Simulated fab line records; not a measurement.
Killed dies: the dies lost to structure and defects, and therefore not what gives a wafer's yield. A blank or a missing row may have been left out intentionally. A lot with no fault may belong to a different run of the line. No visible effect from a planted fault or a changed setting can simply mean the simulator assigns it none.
Comparing a struck lot with a sound one + flow sky130 + 25 steps out of a route of 708
Sound: wafers L383.2, L383.4, L383.5. Wafers L387.1, L387.3, L387.6 were the ones struck. The cause is given at the end.
At each step with rows: each side's tool, then ch and its chambers, then its first start. Under that, the readings that differ: sound wafers + struck wafers + difference of the means + sigmas: that difference in standard deviations of wafers without a fault.
alike: readings whose means differ by less than 2 such deviations, and words and numbers that are the same on both sides. not compared: withheld readings, readings that some wafer has no value for, bounds like >300 that may hide the same value, and numbers for which the record gives no deviation and whose values overlap.
A row with sigmas, a row that says differs or no value, or rows on one side alone: a step with any of these is where the two part. Non-overlapping numbers with no deviation appear without sigmas and do not part them. A reading that every wafer of one side lacks parts them only if that side has two wafers or more.

first, 10 steps without rows for these wafers: SKY_SONOS_ONO_COAT_08 (resist thk 1140 nm); SKY_SONOS_ONO_SOFTBAKE_09 (time 60 s); SKY_SONOS_ONO_EXPOSE_10 (exposes mask ONOM, target cd 410 nm); SKY_SONOS_ONO_PEB_11; SKY_SONOS_ONO_DEVELOP_12 (develop time 60 s); SKY_SONOS_ONO_ETCH_15 (etches the open film in CHF3/O2, target depth 19.52 nm, time 7.8 s); SKY_SONOS_ONO_WET_ETCH_16 (etches SiO2 in dHF, target depth 14 nm, time 280 s); SKY_SONOS_ONO_STRIP_17 (strips in O2/N2); SKY_SONOS_ONO_WET_ETCH_18 (etches Si3N4 in H3PO4, target depth 15 nm, time 172 s); SKY_GATE_OXIDE_CLEAN_00 (cleans in SC1/SC2, time 150 s).
SKY_GATE_OXIDE_OXIDATION_01: stabilise 600 s, purge 300 s, target thk 10.268 nm.
  sound on furnace-02 ch 0, day 13 00:27; struck on furnace-02 ch 0, day 14 20:41
| reading                                          | sound             | struck            | difference | sigmas |
|--------------------------------------------------|-------------------|-------------------|------------|--------|
| spikeTcBottomC (C)                               | 918.5 916.9 917.3 | 905.7 906.4 907.2 | -11.1      | -7     |
| spikeTcCentreC (C)                               | 902.8 900.9 901.0 | 888.8 889.6 886.6 | -13.2      | -13    |
| spikeTcLowerC (C)                                | 899.2 902.0 901.4 | 887.6 887.4 888.7 | -13.0      | -14    |
| spikeTcTopC (C)                                  | 908.5 908.3 909.9 | 898.6 897.3 895.6 | -11.7      | -7     |
| spikeTcUpperC (C)                                | 898.1 900.0 899.1 | 888.0 886.5 886.4 | -12.1      | -12    |
| model.SiO2_of_GATE_OXIDE_OXIDATION_01.thkNm (nm) | 10.06 10.16 10.27 | 9.027 9.017 8.942 | -1.168     |        |
  alike: zonePowerUpperPct
SKY_GATE_OXIDE_THK_MEAS_02:
  sound: filmMetro-03 at day 13 01:52; struck: filmMetro-02 at day 14 22:19
| reading                          | sound             | struck         | difference | sigmas |
|----------------------------------|-------------------|----------------|------------|--------|
| GATE_OXIDE_OXIDATION_00_THK (nm) | 10.09 10.15 10.28 | 9.00 9.06 8.95 | -1.17      | -6     |
  not compared: hold
then, 9 steps without rows for these wafers: SKY_GATE_OXIDE_HMDS_04 (prime time 60 s); SKY_GATE_OXIDE_COAT_05 (resist thk 1140 nm); SKY_GATE_OXIDE_SOFTBAKE_06 (time 60 s); SKY_GATE_OXIDE_EXPOSE_07 (exposes mask LVOM, target cd 600 nm); SKY_GATE_OXIDE_PEB_08; SKY_GATE_OXIDE_DEVELOP_09 (develop time 60 s); SKY_GATE_OXIDE_IMPLANT_11; SKY_GATE_OXIDE_WET_ETCH_12 (etches SiO2 in dHF, target depth 16.8 nm, time 329.8 s); SKY_GATE_OXIDE_STRIP_13 (strips in O2/N2).
SKY_GATE_OXIDE_TW_MEAS_14:
  sound: filmMetro-02 at day 14 03:48; struck: filmMetro-03 at day 16 02:11
  alike: GATE_OXIDE_TW
  not compared: hold
SKY_GATE_OXIDE_OXIDATION_16: stabilise 600 s, purge 300 s, target thk 3.57 nm.
  sound on furnace-02 ch 0, day 14 08:07; struck on furnace-02 ch 0, day 16 03:17
| reading                                          | sound             | struck            | difference | sigmas |
|--------------------------------------------------|-------------------|-------------------|------------|--------|
| model.SiO2_of_GATE_OXIDE_OXIDATION_01.thkNm (nm) | 11.45 11.55 11.62 | 10.53 10.54 10.48 | -1.02      |        |
  alike: rampUpCPerMin, spikeTcBottomC, spikeTcCentreC, spikeTcLowerC, spikeTcTopC, spikeTcUpperC, zonePowerUpperPct
then, 1 step without rows for these wafers: SKY_POLY_GATE_CVD_00 (deposits poly-Si, target thk 180 nm, time 720 s).
-- a jump in the record: the struck wafers' starts before and after are 31 days apart (it breaks off in module POLY_GATE and resumes in module PAD_OPEN, where the first step shown is number 708 of the route) --
SKY_PAD_OPEN_PROBE_99:
  sound: prober-02 at day 45 22:38; struck: prober-02 at day 47 14:46
| reading                             | sound                         | struck                        | difference | sigmas |
|-------------------------------------|-------------------------------|-------------------------------|------------|--------|
| model.etest.nfet_16v.rOnOhmUm       | 1.368e+04 1.386e+04 1.385e+04 | 1.347e+04 1.342e+04 1.333e+04 | -3.900e+02 |        |
| model.etest.pfetG5v0d10v5.rOnOhmUm  | 4769 4850 4768                | 4542 4516 4514                | -272       |        |
| model.etest.tipSonos.rsOhmSq        | 2631 2677 2675                | 2404 2386 2390                | -268       |        |
| model.etest.nfetG5v0d10v5.rOnOhmUm  | 1865 1881 1867                | 1792 1791 1775                | -85        |        |
| model.etest.nfetG5v0d10v5.driveUaUm | 616.1 603.8 602.4             | 664.9 663 675                 | +60.2      |        |
| model.etest.nfet_05v0_nvt.driveUaUm | 585.9 579.5 578.1             | 623.7 623.9 636.2             | +46.8      |        |
| model.etest.pfetG5v0d10v5.driveUaUm | 337 334.2 339.3               | 365.7 365.8 370.4             | +30.5      |        |
| model.etest.nfet_16v.driveUaUm      | 228.9 225.2 225.7             | 246.2 248 249.1               | +21.2      |        |
  alike: killed_at_M0_to_M3, killed_at_M4_up, killedAtContacts, killedAtFrontEnd, killedAtOther, killedDies, killedOpen, killedShort

## WHERE THEY PART
Earliest at SKY_GATE_OXIDE_OXIDATION_01; latest, in this record, at SKY_GATE_OXIDE_THK_MEAS_02. Later steps at which nothing parts them and some readings are alike: SKY_GATE_OXIDE_TW_MEAS_14, SKY_GATE_OXIDE_OXIDATION_16, SKY_PAD_OPEN_PROBE_99.

WHY: whatever the simulator had introduced
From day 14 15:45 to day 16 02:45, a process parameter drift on furnace-02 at SKY_GATE_OXIDE_OXIDATION_01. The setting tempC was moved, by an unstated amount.
